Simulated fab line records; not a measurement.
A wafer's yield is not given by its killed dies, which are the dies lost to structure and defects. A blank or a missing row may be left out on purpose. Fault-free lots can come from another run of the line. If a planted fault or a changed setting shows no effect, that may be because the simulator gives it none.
Comparing a struck lot with a sound one | flow sky130 | 19 steps out of a route of 708
Sound: wafers L212.1, L212.2, L212.4. The struck wafers were L214.1, L214.3, L214.6. At the end, the cause is stated.
For every step that has rows: the tool of each side, followed by ch and its chambers, followed by its first start. Under that, the readings that differ: sound wafers | struck wafers | difference of the means | sigmas: that difference in standard deviations of wafers without a fault.
alike: a reading whose means differ by less than 2 such deviations, as well as words and numbers matching on both sides. not compared: withheld readings; readings where some wafer has no value; bounds like >300 that might hide an equal value; numbers whose values overlap and for which the record gives no deviation.
The two part at a step that has a row with sigmas, a row that says differs or no value, or rows on one side only. When numbers do not overlap yet have no deviation, they are printed without sigmas and do not part them. A reading missing from all wafers of one side parts the sides only when that side holds two or more wafers.

first, 6 steps without rows for these wafers: SKY_VT_ADJUST_PCH_HMDS_01 (prime time 60 s); SKY_VT_ADJUST_PCH_COAT_02 (resist thk 3000 nm); SKY_VT_ADJUST_PCH_SOFTBAKE_03; SKY_VT_ADJUST_PCH_EXPOSE_04 (exposes mask NWM, target cd 840 nm); SKY_VT_ADJUST_PCH_PEB_05; SKY_VT_ADJUST_PCH_DEVELOP_06 (develop time 60 s).
SKY_VT_ADJUST_PCH_OVL_MEAS_07:
  sound on overlay-02, day 13 02:10; struck on overlay-02, day 13 23:13
  alike: VT_ADJUST_PCH_OVL
following that, these wafers have no rows for 1 step: SKY_VT_ADJUST_PCH_IMPLANT_08.
SKY_VT_ADJUST_PCH_STRIP_09: strips in O2/N2.
  sound on plasma-asher-02 ch 0,1, day 13 02:21; struck on plasma-asher-01 ch 0,1, day 13 23:24
  alike: drypump-motor-current-A, oes-product-au, strip-time-to-endpoint-s
  not compared: rf-hours-counter-h
SKY_VT_ADJUST_PCH_TW_MEAS_10:
  sound on film-metro-03, day 13 02:27; struck on film-metro-02, day 13 23:30
  alike: VT_ADJUST_PCH_TW
then, 2 steps without rows for these wafers: SKY_SONOS_TUNNEL_DEHYDRATE_00 (time 60 s); SKY_SONOS_TUNNEL_HMDS_01 (prime time 60 s).
SKY_SONOS_TUNNEL_COAT_02: resist thk 1140 nm.
  sound on litho-track-04 ch 0, day 13 14:51; struck on litho-track-04 ch 0, day 14 12:18
  reading                                           | sound          | struck         | difference | sigmas
  model.NOVOLAK_of_SONOS_TUNNEL_COAT_02.thk-nm (nm) | 1137 1141 1138 | 1105 1105 1106 | -33        |
SKY_SONOS_TUNNEL_SOFTBAKE_03: time 61.83 s.
  sound on litho-track-04 ch 0, day 13 15:00; struck on litho-track-04 ch 0, day 14 12:27
  alike: plate-sensor-t-centre-C, plate-sensor-t-edge-C
then, 2 steps without rows for these wafers: SKY_SONOS_TUNNEL_EXPOSE_04 (exposes mask TUNM, target cd 410 nm); SKY_SONOS_TUNNEL_PEB_05.
SKY_SONOS_TUNNEL_DEVELOP_06: develop time 60 s.
  sound on litho-track-03 ch 0, day 14 03:44; struck on litho-track-03 ch 0, day 15 01:32
  reading                                           | sound          | struck         | difference | sigmas
  model.NOVOLAK_of_SONOS_TUNNEL_COAT_02.thk-nm (nm) | 1136 1140 1137 | 1104 1104 1105 | -33        |
SKY_SONOS_TUNNEL_CD_MEAS_07: the cd target is 410 nm.
  sound on cd-sem-02, day 14 03:53; struck on cd-sem-02, day 15 01:43
  alike: cd-nm
-- here the record skips 34 days between the struck wafers' starts before and after, leaving off in module SONOS_TUNNEL and picking up in module PAD_OPEN (first step shown: number 708 of the route) --
SKY_PAD_OPEN_PROBE_99:
  sound on prober-02, day 47 21:25; struck on prober-01, day 48 15:59
  alike: killed_at_M0_to_M3, killed_at_M4_up, killed-at-contacts, killed-at-front-end, killed-at-other, killed-dies, killed-open, killed-short

WHERE THEY PART
Nowhere in this record.

WHY: whatever the simulator had introduced
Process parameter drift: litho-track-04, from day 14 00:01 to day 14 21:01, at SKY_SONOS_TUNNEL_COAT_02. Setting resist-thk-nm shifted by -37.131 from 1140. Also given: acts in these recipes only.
